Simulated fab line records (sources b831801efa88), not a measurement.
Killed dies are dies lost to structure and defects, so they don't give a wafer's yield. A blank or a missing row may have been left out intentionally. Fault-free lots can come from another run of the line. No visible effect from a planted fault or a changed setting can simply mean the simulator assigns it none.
fab line records	flow sfq_line
record: lots: 5	wafers: 23
route steps=325 shown L0@9 L0V@21 M0@39 I0@47 M1@62 I1@77 M2@89
start_h: hours from the record's first day to the start of the lot's first wafer shown	wait_h: hours since the lot's step before	" unchanged from the row above	L1.1+2: a single row standing in for several wafers	- no value, or no start was given	* or withheld: withheld	< > ~ a bound
route shown NAME@n: a module of which the file shows steps, and the number in the route of the first	usual: average and standard deviation across the fault-free wafers	same: alike in all rows	chamber/n: place in a boat	sites: readings site by site	_std_site: the values' standard deviation	_edge_site: outer sites' mean less inner sites'	radius_mm: how far each site lies from the wafer's centre	mask NAME#n: copy n	behind: the most recent tool/chamber to have shaped the wafer	hold: what put the lot on hold/how long, in hours/how the hold closed	device: the transistor (n, p or np) that didn't switch	end of line: the same wafers' tests at the end of the route	for a step that has no rows: nothing shown but its recipe	killed: count of dies lost to structure and defects at first sort (not the wafer's yield)	map: a wafer's dies, x killed, . not, _ none there
set.NAME: the setting that was run; set.NAME@STEP: the one run at that earlier step	model.NAME: the simulator's own value behind a step, which no gauge read
lots whose settings were changed on purpose; a table a step, a row a wafer
== steps ==
step: SFQ_TRILAYER_L0_LITHO_EXPOSE_006
recipe: mask_id: L0	na: 0.6	source_shape: conventional	sigma_outer: 0.65	target_cd_nm: 2000	dose_mj: 14.4
lot.wafer	tool	chamber	start_h	wait_h	mask	set.dose_mj
L075.1+2+3+4+5	krf_scanner-02	0	76.63	-	L0#0	14.4
L076.1+4	krf_scanner-01	0	82.57	-	L0#0	14.4
L076.2+5+6	"	0	"	"	L0#0	14.91
L077.1+3	krf_scanner-01	0	90.97	-	L0#0	14.9
L077.2+4+5	"	0	"	"	L0#0	14.4
L082.2+5	krf_scanner-02	0	125.82	-	L0#0	15.31
L082.3+4+6	"	0	"	"	L0#0	14.4
L083.2+3+6	krf_scanner-02	0	130.62	-	L0#0	14.4
step: SFQ_TRILAYER_L0_LITHO_PEB_008
recipe: peb_temp_c: 115	peb_time_s: 60	resist: KrF
lot.wafer	tool	chamber	start_h	wait_h	set.peb_time_s
L075.1+2+4	litho_track-03	0	77.83	1.0	60
L075.3+5	"	0	"	"	56.5
L076.1+2+5	litho_track-02	0	83.77	1.0	60
L076.4+6	"	0	"	"	63.12
L077.1+4	litho_track-02	0	92.17	1.0	62.66
L077.2+3+5	"	0	"	"	60
L082.2+3+6	litho_track-04	0	126.85	0.8	67.92
L082.4+5	"	0	"	"	60
L083.2+3+6	litho_track-02	0	131.65	0.8	60
step: SFQ_TRILAYER_L0_LITHO_DEVELOP_007
recipe: time_s: 60	resist: KrF
step: SFQ_TRILAYER_L0_BARC_OPEN_METAL_ETCH_010
recipe: mask_material: PR	chemistry: O2	target_depth_nm: 125	target: BARC	icp_w: 600	bias_w: 80	pressure_mtorr: 10	time_s: 41.7
lot.wafer	tool	chamber	start_h	wait_h	set.dose_mj@TRILAYER_L0_LITHO_EXPOSE_006	set.peb_time_s@TRILAYER_L0_LITHO_PEB_008	model.L0.cd_nm
L075.1+4	rie_metal-01	0,1	78.35	0.3	14.4	60	2000
L075.2	"	1	"	"	14.4	60	2002
L075.3	"	0	"	"	14.4	56.5	2009
L075.5	"	1	"	"	14.4	56.5	2010
L076.1	rie_metal-01	0	84.07	0.1	14.4	60	2001
L076.2+5	"	1,0	"	"	14.91	60	1995
L076.4	"	0	"	"	14.4	63.12	1993
L076.6	"	1	"	"	14.91	63.12	1989
L077.1	rie_metal-03	1	92.47	0.1	14.9	62.66	1990
L077.2	"	0	"	"	14.4	60	2002
L077.3	"	0	"	"	14.9	60	1996
L077.4	"	1	"	"	14.4	62.66	1996
L077.5	"	1	"	"	14.4	60	2003
L082.2	rie_metal-01	0	127.14	0.1	15.31	67.92	1974
L082.3	"	0	"	"	14.4	67.92	1984
L082.4	"	0	"	"	14.4	60	2001
L082.5	"	0	"	"	15.31	60	1990
L082.6	"	0	"	"	14.4	67.92	1982
L083.2+3	rie_metal-02	1,0	131.92	0.1	14.4	60	2002
L083.6	"	0	"	"	14.4	60	2003
step: SFQ_TRILAYER_L0_ETCH_METAL_ETCH_008
recipe: target: MoNx_KI	stop_on: SiO2	mask_material: PR	chemistry: SF6/O2	target_depth_nm: 50	icp_w: 600	bias_w: 80	pressure_mtorr: 10	time_s: 25
lot.wafer	tool	chamber	start_h	wait_h	set.dose_mj@TRILAYER_L0_LITHO_EXPOSE_006	set.peb_time_s@TRILAYER_L0_LITHO_PEB_008	model.L0.cd_nm
L075.1	rie_metal-01	0	78.41	0.0	14.4	60	2000
L075.2	"	1	"	"	14.4	60	2002
L075.3	"	0	"	"	14.4	56.5	2009
L075.4	"	1	"	"	14.4	60	2001
L075.5	"	1	"	"	14.4	56.5	2010
L076.1	rie_metal-01	0	84.13	0.0	14.4	60	2001
L076.2+5	"	1,0	"	"	14.91	60	1995
L076.4	"	0	"	"	14.4	63.12	1993
L076.6	"	1	"	"	14.91	63.12	1989
L077.1	rie_metal-03	1	92.53	0.0	14.9	62.66	1990
L077.2	"	0	"	"	14.4	60	2002
L077.3	"	0	"	"	14.9	60	1996
L077.4	"	1	"	"	14.4	62.66	1996
L077.5	"	1	"	"	14.4	60	2003
L082.2	rie_metal-01	0	127.26	0.1	15.31	67.92	1974
L082.3	"	0	"	"	14.4	67.92	1984
L082.4	"	0	"	"	14.4	60	2001
L082.5	"	0	"	"	15.31	60	1990
L082.6	"	0	"	"	14.4	67.92	1982
L083.2	rie_metal-02	1	131.98	0.0	14.4	60	2002
L083.3	"	0	"	"	14.4	60	2001
L083.6	"	0	"	"	14.4	60	2003
step: SFQ_TRILAYER_L0_VIA_LITHO_PEB_016
recipe: peb_temp_c: 115	peb_time_s: 60	resist: KrF
lot.wafer	tool	chamber	start_h	wait_h	set.peb_temp_c
L075.1+3	litho_track-02	0	154.50	1.0	116.5
L075.2+4+5	"	0	"	"	115
L076.1+5	litho_track-02	0	164.10	1.0	113.9
L076.2+4+6	"	0	"	"	115
L077.1+4+5	litho_track-02	0	176.10	1.0	115
L077.2+3	"	0	"	"	117.2
L082.2+3+4+5+6	litho_track-03	0	219.32	0.8	115
L083.2+3+6	litho_track-01	0	225.32	0.8	115
step: SFQ_TRILAYER_L0_VIA_BARC_OPEN_VIA_ETCH_021
recipe: mask_material: PR	chemistry: O2	target_depth_nm: 125	target: BARC	source_w: 500	bias_w: 80	pressure_mtorr: 30	time_s: 41.7
lot.wafer	tool	chamber	start_h	wait_h	set.bias_w	set.peb_temp_c@TRILAYER_L0_VIA_LITHO_PEB_016	model.L0V.cd_nm
L075.1	rie_diel-03	0	154.84	0.0	80	116.5	724.6
L075.2	"	2	"	"	80	115	699.1
L075.3	"	3	"	"	80	116.5	726.4
L075.4	"	1	"	"	80	115	699.3
L075.5	"	0	"	"	80	115	699.9
L076.1	rie_diel-03	2	164.44	0.0	74.14	113.9	678.4
L076.2	"	0	"	"	80	115	696.8
L076.4	"	1	"	"	80	115	698.4
L076.5	"	1	"	"	74.14	113.9	676.2
L076.6	"	2	"	"	74.14	115	698.5
L077.1	rie_diel-04	3	176.44	0.0	80	115	701.2
L077.2	"	2	"	"	86.02	117.2	737.2
L077.3	"	1	"	"	80	117.2	735.9
L077.4	"	2	"	"	80	115	700.9
L077.5	"	3	"	"	86.02	115	699.9
L082.2	rie_diel-04	3	219.64	0.0	72.99	115	698.6
L082.3	"	0	"	"	72.99	115	701.2
L082.4	"	1	"	"	80	115	698.2
L082.5	"	0	"	"	72.99	115	700.7
L082.6	"	1	"	"	80	115	699.7
L083.2	rie_diel-04	3	225.64	0.0	80	115	700.8
L083.3	"	0	"	"	80	115	701.8
L083.6	"	2	"	"	80	115	700.4
step: SFQ_TRILAYER_L0_VIA_ETCH_VIA_ETCH_016
recipe: target: SiO2	stop_on: MoNx_KI	mask_material: PR	chemistry: CHF3	target_depth_nm: 80	source_w: 500	bias_w: 80	pressure_mtorr: 30	time_s: withheld
lot.wafer	tool	chamber	start_h	wait_h	set.peb_temp_c@TRILAYER_L0_VIA_LITHO_PEB_016	model.L0V.cd_nm
L075.1	rie_diel-03	0	154.88	0.0	116.5	724.5
L075.2	"	2	"	"	115	698.8
L075.3	"	3	"	"	116.5	727.2
L075.4	"	1	"	"	115	699.6
L075.5	"	0	"	"	115	699.7
L076.1	rie_diel-03	2	164.48	0.0	113.9	678.1
L076.2	"	0	"	"	115	696.8
L076.4+6	"	1,2	"	"	115	698.3
L076.5	"	1	"	"	113.9	676.1
L077.1	rie_diel-04	3	176.48	0.0	115	701.5
L077.2	"	2	"	"	117.2	736.3
L077.3	"	1	"	"	117.2	735.4
L077.4	"	2	"	"	115	700.5
L077.5	"	3	"	"	115	700.8
L082.2	rie_diel-04	3	219.68	0.0	115	699.5
L082.3	"	0	"	"	115	700.9
L082.4	"	1	"	"	115	697.8
L082.5	"	0	"	"	115	700.3
L082.6	"	1	"	"	115	699.4
L083.2+3	rie_diel-04	3,0	225.68	0.0	115	701.8
L083.6	"	2	"	"	115	700.4
step: SFQ_TRILAYER_M0_BARC_OPEN_METAL_ETCH_031
recipe: mask_material: PR	chemistry: O2	target_depth_nm: 125	target: BARC	icp_w: 600	bias_w: 80	pressure_mtorr: 10	time_s: 41.7
usual: oes_product_au: 0.685/0.0059
lot.wafer	tool	chamber	start_h	wait_h	set.time_s	oes_product_au	model.KrF_of_TRILAYER_M0_LITHO_COAT_021.thk_nm
L075.1	rie_metal-03	0	158.28	0.0	41.7	0.678	523.3
L075.2	"	1	"	"	41.7	0.679	521.4
L075.3	"	0	"	"	37.09	0.724	525.3
L075.4	"	1	"	"	37.09	0.720	526.3
L075.5	"	1	"	"	37.09	0.723	525.6
L076.1	rie_metal-04	0	167.88	0.0	41.7	0.679	522.9
L076.2	"	1	"	"	36.91	0.723	526.2
L076.4	"	1	"	"	41.7	0.684	520.5
L076.5	"	0	"	"	41.7	0.687	522.6
L076.6	"	1	"	"	36.91	0.719	525.3
L077.1	rie_metal-03	1	179.88	0.0	41.7	0.679	522.8
L077.2	"	0	"	"	41.7	0.690	521.6
L077.3	"	0	"	"	37.18	0.730	525.6
L077.4	"	1	"	"	37.18	0.723	528.4
L077.5	"	1	"	"	41.7	0.691	523.2
L082.2	rie_metal-03	0	232.61	0.0	41.7	0.682	518.7
L082.3	"	1	"	"	41.7	0.679	518.7
L082.4	"	0	"	"	41.7	0.671	519.9
L082.5	"	0	"	"	39.01	0.699	523.1
L082.6	"	1	"	"	39.01	0.712	524
L083.2	rie_metal-04	1	239.81	0.0	41.7	0.684	522.7
L083.3	"	0	"	"	41.7	0.686	524
L083.6	"	1	"	"	41.7	0.679	520.3
step: SFQ_TRILAYER_I0_VIA_LITHO_COAT_036
recipe: resist: BARC	spin_rpm: 3000	resist_thk_nm: 62
lot.wafer	tool	chamber	start_h	wait_h	set.spin_rpm	model.BARC_of_TRILAYER_I0_VIA_LITHO_COAT_036.thk_nm
L075.1	litho_track-02	0	165.59	1.0	3000	62.22
L075.2	"	0	"	"	3172	60.44
L075.3	"	0	"	"	3172	60.5
L075.4	"	0	"	"	3000	62.12
L075.5	"	0	"	"	3172	60.46
L076.1	litho_track-01	0	177.57	1.0	3000	61.84
L076.2	"	0	"	"	3000	61.71
L076.4	"	0	"	"	3000	61.66
L076.5	"	0	"	"	2782	64.01
L076.6	"	0	"	"	2782	64.14
L077.1	litho_track-04	0	185.25	1.0	3000	61.94
L077.2+5	"	0	"	"	3000	62.02
L077.3	"	0	"	"	3000	61.7
L077.4	"	0	"	"	3000	61.93
L082.2	litho_track-02	0	243.54	1.0	3000	61.78
L082.3	"	0	"	"	2803	63.98
L082.4	"	0	"	"	2803	63.89
L082.5	"	0	"	"	3000	61.81
L082.6	"	0	"	"	2803	63.84
L083.2	litho_track-01	0	249.42	0.8	3000	61.99
L083.3	"	0	"	"	3000	62
L083.6	"	0	"	"	3000	62.07
step: SFQ_TRILAYER_I0_VIA_BARC_OPEN_VIA_ETCH_046
recipe: mask_material: PR	chemistry: O2	target_depth_nm: 125	target: BARC	source_w: 500	bias_w: 80	pressure_mtorr: 30	time_s: 41.7
lot.wafer	tool	chamber	start_h	wait_h	set.source_w	set.dose_mj@TRILAYER_L0_LITHO_EXPOSE_006	set.bias_w@TRILAYER_L0_VIA_BARC_OPEN_VIA_ETCH_021	model.KrF_of_TRILAYER_I0_VIA_LITHO_COAT_031.thk_nm	model.etch.depth_nm
L075.1	rie_diel-04	3	264.04	0.0	517.9	14.4	80	568.5	-
L075.2	"	2	"	"	500	14.4	80	570	-
L075.3	"	1	"	"	517.9	14.4	80	568.1	60.5
L075.4	"	0	"	"	517.9	14.4	80	569.5	-
L075.5	"	0	"	"	500	14.4	80	569.5	60.46
L076.1	rie_diel-04	2	278.96	0.0	500	14.4	74.14	573.2	-
L076.2	"	1	"	"	548.3	14.91	80	567.2	-
L076.4	"	3	"	"	500	14.4	80	574.6	61.66
L076.5	"	0	"	"	548.3	14.91	74.14	567.8	-
L076.6	"	3	"	"	500	14.91	74.14	572.8	-
L077.1	rie_diel-04	2	289.76	0.0	500	14.9	80	573.3	-
L077.2	"	1	"	"	465.4	14.4	86.02	577.1	62.02
L077.3	"	0	"	"	500	14.9	80	573.1	61.7
L077.4	"	2	"	"	465.4	14.4	80	576.5	-
L077.5	"	0	"	"	465.4	14.4	86.02	579.4	-
L082.2	rie_diel-02	1	346.59	0.0	442.1	15.31	72.99	576.2	-
L082.3	"	0	"	"	500	14.4	72.99	572.4	-
L082.4	"	3	"	"	442.1	14.4	80	575	-
L082.5	"	1	"	"	442.1	15.31	72.99	575.7	61.81
L082.6	"	0	"	"	500	14.4	80	572.8	63.84
L083.2	rie_diel-04	3	350.19	0.0	500	14.4	80	574.1	61.99
L083.3	"	2	"	"	500	14.4	80	572.5	62
L083.6	"	3	"	"	500	14.4	80	574.8	62.07
step: SFQ_TRILAYER_M1_LITHO_COAT_044
recipe: resist: BARC	spin_rpm: 3000	resist_thk_nm: 62
lot.wafer	tool	chamber	start_h	wait_h	set.spin_rpm	model.BARC_of_TRILAYER_M1_LITHO_COAT_044.thk_nm
L075.1	litho_track-02	0	265.26	0.1	3000	62.11
L075.2	"	0	"	"	3206	60.11
L075.3	"	0	"	"	3206	59.98
L075.4	"	0	"	"	3000	62.07
L075.5	"	0	"	"	3000	61.98
L076.1	litho_track-04	0	280.19	0.1	3163	60.17
L076.2	"	0	"	"	3000	61.94
L076.4	"	0	"	"	3000	61.95
L076.5	"	0	"	"	3163	60.33
L076.6	"	0	"	"	3000	61.65
L077.1	litho_track-03	0	291.00	0.1	3114	60.7
L077.2	"	0	"	"	3000	61.92
L077.3	"	0	"	"	3000	62.04
L077.4	"	0	"	"	3114	61.1
L077.5	"	0	"	"	3000	62.15
L082.2	litho_track-04	0	347.86	0.1	2780	64.25
L082.3	"	0	"	"	2780	64.17
L082.4	"	0	"	"	3000	61.81
L082.5	"	0	"	"	2780	64.22
L082.6	"	0	"	"	3000	61.88
L083.2	litho_track-04	0	351.46	0.1	3000	62.11
L083.3	"	0	"	"	3000	62.05
L083.6	"	0	"	"	3000	62.01
step: SFQ_TRILAYER_M1_LITHO_EXPOSE_040
recipe: mask_id: M1	na: 0.6	source_shape: conventional	sigma_outer: 0.65	target_cd_nm: 500	dose_mj: 14.4
lot.wafer	tool	chamber	start_h	wait_h	mask	set.dose_mj
L075.1+2+5	krf_scanner-01	0	289.00	-	M1#0	13.89
L075.3+4	"	0	"	"	M1#0	14.4
L076.1+2+4+5+6	krf_scanner-01	0	292.60	-	M1#0	14.4
L077.1+4+5	krf_scanner-01	0	298.15	-	M1#0	14.4
L077.2+3	"	0	"	"	M1#0	14.04
L082.2+4+6	krf_scanner-02	0	365.08	-	M1#0	14.4
L082.3+5	"	0	"	"	M1#0	15.22
L083.2+3+6	krf_scanner-02	0	366.28	-	M1#0	14.4
step: SFQ_TRILAYER_M1_LITHO_PEB_042
recipe: peb_temp_c: 115	peb_time_s: 60	resist: KrF
step: SFQ_TRILAYER_M1_LITHO_DEVELOP_041
recipe: time_s: 60	resist: KrF
step: SFQ_TRILAYER_M1_BARC_OPEN_METAL_ETCH_054
recipe: mask_material: PR	chemistry: O2	target_depth_nm: 125	target: BARC	icp_w: 600	bias_w: 80	pressure_mtorr: 10	time_s: 41.7
lot.wafer	tool	chamber	start_h	wait_h	set.spin_rpm@TRILAYER_M1_LITHO_COAT_044	set.dose_mj@TRILAYER_M1_LITHO_EXPOSE_040	model.M1.cd_nm	model.etch.depth_nm
L075.1	rie_metal-03	1	290.54	0.0	3000	13.89	504.8	-
L075.2	"	0	"	"	3206	13.89	505.1	-
L075.3	"	1	"	"	3206	14.4	499.5	59.98
L075.4	"	0	"	"	3000	14.4	499.7	-
L075.5	"	1	"	"	3000	13.89	505.3	61.98
L076.1	rie_metal-03	0	294.14	0.0	3163	14.4	500.3	-
L076.2	"	1	"	"	3000	14.4	501.4	-
L076.4	"	1	"	"	3000	14.4	500.8	61.95
L076.5	"	0	"	"	3163	14.4	502.2	-
L076.6	"	1	"	"	3000	14.4	500.6	-
L077.1	rie_metal-02	0	299.69	0.0	3114	14.4	498.3	-
L077.2	"	1	"	"	3000	14.04	502.5	61.92
L077.3	"	0	"	"	3000	14.04	503	62.04
L077.4	"	1	"	"	3114	14.4	497.2	-
L077.5	"	1	"	"	3000	14.4	498.8	-
L082.2	rie_metal-03	0	366.42	0.0	2780	14.4	503.3	-
L082.3	"	1	"	"	2780	15.22	494.8	-
L082.4	"	0	"	"	3000	14.4	503.2	-
L082.5	"	0	"	"	2780	15.22	494.2	64.22
L082.6	"	1	"	"	3000	14.4	502.9	61.88
L083.2	rie_metal-01	0	367.62	0.0	3000	14.4	498.6	62.11
L083.3	"	0	"	"	3000	14.4	499	62.05
L083.6	"	1	"	"	3000	14.4	496.6	62.01
step: SFQ_TRILAYER_M1_ETCH_METAL_ETCH_042
recipe: target: Nb	stop_on: SiO2	mask_material: PR	chemistry: Cl2/Ar	target_depth_nm: 240	icp_w: 600	bias_w: 80	pressure_mtorr: 10	time_s: 120
lot.wafer	tool	chamber	start_h	wait_h	set.icp_w	set.dose_mj@TRILAYER_M1_LITHO_EXPOSE_040	model.KrF_of_TRILAYER_M1_LITHO_COAT_039.thk_nm	model.M1.cd_nm
L075.1	rie_metal-03	1	290.60	0.0	620.2	13.89	371.5	504.3
L075.2	"	0	"	"	600	13.89	382.5	503.1
L075.3	"	1	"	"	620.2	14.4	373.3	498.3
L075.4	"	0	"	"	600	14.4	379.4	497.9
L075.5	"	1	"	"	620.2	13.89	371.4	504.2
L076.1	rie_metal-03	0	294.20	0.0	600	14.4	379.5	498.9
L076.2	"	1	"	"	539.3	14.4	386	499.6
L076.4	"	1	"	"	600	14.4	374.9	500.7
L076.5	"	0	"	"	539.3	14.4	391.4	500.5
L076.6	"	1	"	"	539.3	14.4	387.2	499.7
L077.1	rie_metal-02	0	299.75	0.0	545.7	14.4	392.1	498.1
L077.2	"	1	"	"	545.7	14.04	394.5	504.3
L077.3	"	0	"	"	600	14.04	379.9	502
L077.4	"	1	"	"	545.7	14.4	393.4	499.8
L077.5	"	1	"	"	600	14.4	382.2	502.1
L082.2	rie_metal-03	0	366.48	0.0	640.4	14.4	374.4	502.1
L082.3	"	1	"	"	640.4	15.22	372.5	494.7
L082.4	"	0	"	"	600	14.4	384	502.3
L082.5	"	0	"	"	600	15.22	383.1	494
L082.6	"	1	"	"	600	14.4	379.1	502.4
L083.2	rie_metal-01	0	367.68	0.0	600	14.4	384.9	496.9
L083.3	"	0	"	"	600	14.4	385.5	497
L083.6	"	1	"	"	600	14.4	380.1	493.3
step: SFQ_TRILAYER_I1_VIA_LITHO_COAT_054
recipe: resist: BARC	spin_rpm: 3000	resist_thk_nm: 62
lot.wafer	tool	chamber	start_h	wait_h	set.spin_rpm	model.BARC_of_TRILAYER_I1_VIA_LITHO_COAT_054.thk_nm
L075.1	litho_track-01	0	295.89	1.0	3058	61.75
L075.2	"	0	"	"	3000	62.41
L075.3	"	0	"	"	3058	62.02
L075.4	"	0	"	"	3000	62.32
L075.5	"	0	"	"	3000	62.26
L076.1	litho_track-01	0	300.09	1.0	2798	64.31
L076.2	"	0	"	"	2798	64.48
L076.4	"	0	"	"	3000	62.05
L076.5	"	0	"	"	2798	64.47
L076.6	"	0	"	"	3000	62.19
L077.1	litho_track-01	0	310.89	1.0	3218	59.89
L077.2	"	0	"	"	3218	59.95
L077.3	"	0	"	"	3218	59.79
L077.4	"	0	"	"	3000	62.01
L077.5	"	0	"	"	3000	62.04
L082.2	litho_track-02	0	372.00	0.8	2787	64.27
L082.3	"	0	"	"	3000	61.92
L082.4	"	0	"	"	2787	64.36
L082.5	"	0	"	"	3000	61.96
L082.6	"	0	"	"	3000	62.04
L083.2	litho_track-01	0	378.00	0.8	3000	62.07
L083.3	"	0	"	"	3000	61.87
L083.6	"	0	"	"	3000	62.01
step: SFQ_TRILAYER_M2_DEP_SPUTTER_055
recipe: material: Nb	base_pressure_pa: 1.33e-06	chamber_pressure_pa: 0.1333	substrate_temp_c: 20	resputter_cathode_voltage_v: 400	target_thk_nm: 200	power_w: 2000	time_s: 133.3
lot.wafer	tool	chamber	start_h	wait_h	set.time_s	model.Nb_of_TRILAYER_M2_DEP_SPUTTER_055.thk_nm
L075.1	pvd_sputter-03	-	421.94	0.0	117	171.2
L075.2	"	-	"	"	117	174.8
L075.3	"	-	"	"	133.3	195.1
L075.4	"	-	"	"	117	172
L075.5	"	-	"	"	133.3	196.5
L076.1	pvd_sputter-05	-	427.94	0.0	122.3	186
L076.2	"	-	"	"	133.3	202.3
L076.4	"	-	"	"	133.3	202.6
L076.5	"	-	"	"	122.3	183.5
L076.6	"	-	"	"	122.3	185.3
L077.1	pvd_sputter-05	-	441.16	0.0	133.3	203.6
L077.2	"	-	"	"	133.3	201.8
L077.3	"	-	"	"	133.3	203
L077.4+5	"	-	"	"	133.3	200.1
L082.2	pvd_sputter-06	-	523.27	0.0	133.3	202.6
L082.3	"	-	"	"	142.5	213.4
L082.4	"	-	"	"	142.5	214.9
L082.5	"	-	"	"	133.3	199.1
L082.6	"	-	"	"	133.3	199.7
L083.2	pvd_sputter-05	-	532.27	0.0	133.3	199.1
L083.3	"	-	"	"	133.3	200.7
L083.6	"	-	"	"	133.3	202.1
step: SFQ_M2_RS_MEAS_914
recipe: thk_meas_gauge: four-point-probe	reads: Nb_of_TRILAYER_M2_DEP_SPUTTER_055
usual: M2_NB_RS: 0.889/0.0082
lot.wafer	tool	chamber	start_h	wait_h	set.time_s@TRILAYER_M2_DEP_SPUTTER_055	M2_NB_RS[ohm/sq]
L075.1	film_metro-01	-	422.03	0.0	117	1.040
L075.2	"	-	"	"	117	1.018
L075.3	"	-	"	"	133.3	0.913
L075.4	"	-	"	"	117	1.037
L075.5	"	-	"	"	133.3	0.905
L076.1	film_metro-02	-	428.03	0.0	122.3	0.956
L076.2	"	-	"	"	133.3	0.879
L076.4	"	-	"	"	133.3	0.877
L076.5	"	-	"	"	122.3	0.973
L076.6	"	-	"	"	122.3	0.961
L077.1	film_metro-04	-	441.25	0.0	133.3	0.873
L077.2	"	-	"	"	133.3	0.879
L077.3	"	-	"	"	133.3	0.876
L077.4	"	-	"	"	133.3	0.889
L077.5	"	-	"	"	133.3	0.888
L082.2	film_metro-04	-	523.38	0.1	133.3	0.878
L082.3	"	-	"	"	142.5	0.832
L082.4	"	-	"	"	142.5	0.827
L082.5	"	-	"	"	133.3	0.893
L082.6	"	-	"	"	133.3	0.889
L083.2	film_metro-04	-	532.38	0.1	133.3	0.893
L083.3	"	-	"	"	133.3	0.884
L083.6	"	-	"	"	133.3	0.879
== key ==
split: step: SFQ_TRILAYER_L0_LITHO_EXPOSE_006	setting: dose_mj	stated: 14.4	by: wafer
response: step: SFQ_TRILAYER_I0_VIA_BARC_OPEN_VIA_ETCH_046	reading: model.etch.depth_nm	change: -0.27	per: 1%	r: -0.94
response: step: SFQ_TRILAYER_L0_BARC_OPEN_METAL_ETCH_010	reading: model.L0.cd_nm	slope: -1.6	per: 1%	together_with: peb_time_s@TRILAYER_L0_LITHO_PEB_008	explained: 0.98
response: step: SFQ_TRILAYER_L0_ETCH_METAL_ETCH_008	reading: model.L0.cd_nm	slope: -1.61	per: 1%	together_with: peb_time_s@TRILAYER_L0_LITHO_PEB_008	explained: 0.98
split: step: SFQ_TRILAYER_L0_LITHO_PEB_008	setting: peb_time_s	stated: 60	by: wafer
response: step: SFQ_TRILAYER_L0_BARC_OPEN_METAL_ETCH_010	reading: model.L0.cd_nm	slope: -1.33	per: 1%	together_with: dose_mj@TRILAYER_L0_LITHO_EXPOSE_006	explained: 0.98
response: step: SFQ_TRILAYER_L0_ETCH_METAL_ETCH_008	reading: model.L0.cd_nm	slope: -1.32	per: 1%	together_with: dose_mj@TRILAYER_L0_LITHO_EXPOSE_006	explained: 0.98
split: step: SFQ_TRILAYER_L0_VIA_LITHO_PEB_016	setting: peb_temp_c	stated: 115	by: wafer
response: step: SFQ_TRILAYER_L0_VIA_BARC_OPEN_VIA_ETCH_021	reading: model.L0V.cd_nm	change: +19.5	per: 1%	r: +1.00
response: step: SFQ_TRILAYER_L0_VIA_ETCH_VIA_ETCH_016	reading: model.L0V.cd_nm	change: +19.3	per: 1%	r: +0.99
split: step: SFQ_TRILAYER_L0_VIA_BARC_OPEN_VIA_ETCH_021	setting: bias_w	stated: 80	by: wafer
response: step: SFQ_TRILAYER_I0_VIA_BARC_OPEN_VIA_ETCH_046	reading: model.etch.depth_nm	shape: bent	at_lowest: 61.81	at_stated: 61.78	at_highest: 62.02
split: step: SFQ_TRILAYER_M0_BARC_OPEN_METAL_ETCH_031	setting: time_s	stated: 41.7	by: wafer
response: step: SFQ_TRILAYER_M0_BARC_OPEN_METAL_ETCH_031	reading: oes_product_au	change: -0.0037	per: 1%	r: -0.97
response: step: SFQ_TRILAYER_M0_BARC_OPEN_METAL_ETCH_031	reading: model.KrF_of_TRILAYER_M0_LITHO_COAT_021.thk_nm	change: -0.381	per: 1%	r: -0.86
split: step: SFQ_TRILAYER_I0_VIA_LITHO_COAT_036	setting: spin_rpm	stated: 3000	by: wafer
response: step: SFQ_TRILAYER_I0_VIA_LITHO_COAT_036	reading: model.BARC_of_TRILAYER_I0_VIA_LITHO_COAT_036.thk_nm	change: -0.315	per: 1%	r: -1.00
split: step: SFQ_TRILAYER_I0_VIA_BARC_OPEN_VIA_ETCH_046	setting: source_w	stated: 500	by: wafer
response: step: SFQ_TRILAYER_I0_VIA_BARC_OPEN_VIA_ETCH_046	reading: model.KrF_of_TRILAYER_I0_VIA_LITHO_COAT_031.thk_nm	change: -0.443	per: 1%	r: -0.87
split: step: SFQ_TRILAYER_M1_LITHO_COAT_044	setting: spin_rpm	stated: 3000	by: wafer
response: step: SFQ_TRILAYER_M1_LITHO_COAT_044	reading: model.BARC_of_TRILAYER_M1_LITHO_COAT_044.thk_nm	change: -0.305	per: 1%	r: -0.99
response: step: SFQ_TRILAYER_M1_BARC_OPEN_METAL_ETCH_054	reading: model.etch.depth_nm	change: -0.306	per: 1%	r: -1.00
split: step: SFQ_TRILAYER_M1_LITHO_EXPOSE_040	setting: dose_mj	stated: 14.4	by: wafer
response: step: SFQ_TRILAYER_M1_BARC_OPEN_METAL_ETCH_054	reading: model.M1.cd_nm	change: -1.57	per: 1%	r: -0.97
response: step: SFQ_TRILAYER_M1_ETCH_METAL_ETCH_042	reading: model.M1.cd_nm	change: -1.44	per: 1%	r: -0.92
split: step: SFQ_TRILAYER_M1_ETCH_METAL_ETCH_042	setting: icp_w	stated: 600	by: wafer
response: step: SFQ_TRILAYER_M1_ETCH_METAL_ETCH_042	reading: model.KrF_of_TRILAYER_M1_LITHO_COAT_039.thk_nm	change: -1.29	per: 1%	r: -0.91
split: step: SFQ_TRILAYER_I1_VIA_LITHO_COAT_054	setting: spin_rpm	stated: 3000	by: wafer
response: step: SFQ_TRILAYER_I1_VIA_LITHO_COAT_054	reading: model.BARC_of_TRILAYER_I1_VIA_LITHO_COAT_054.thk_nm	change: -0.319	per: 1%	r: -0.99
split: step: SFQ_TRILAYER_M2_DEP_SPUTTER_055	setting: time_s	stated: 133.3	by: wafer
response: step: SFQ_TRILAYER_M2_DEP_SPUTTER_055	reading: model.Nb_of_TRILAYER_M2_DEP_SPUTTER_055.thk_nm	change: +1.97	per: 1%	r: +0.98
response: step: SFQ_M2_RS_MEAS_914	reading: M2_NB_RS	change: -0.0098	per: 1%	r: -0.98
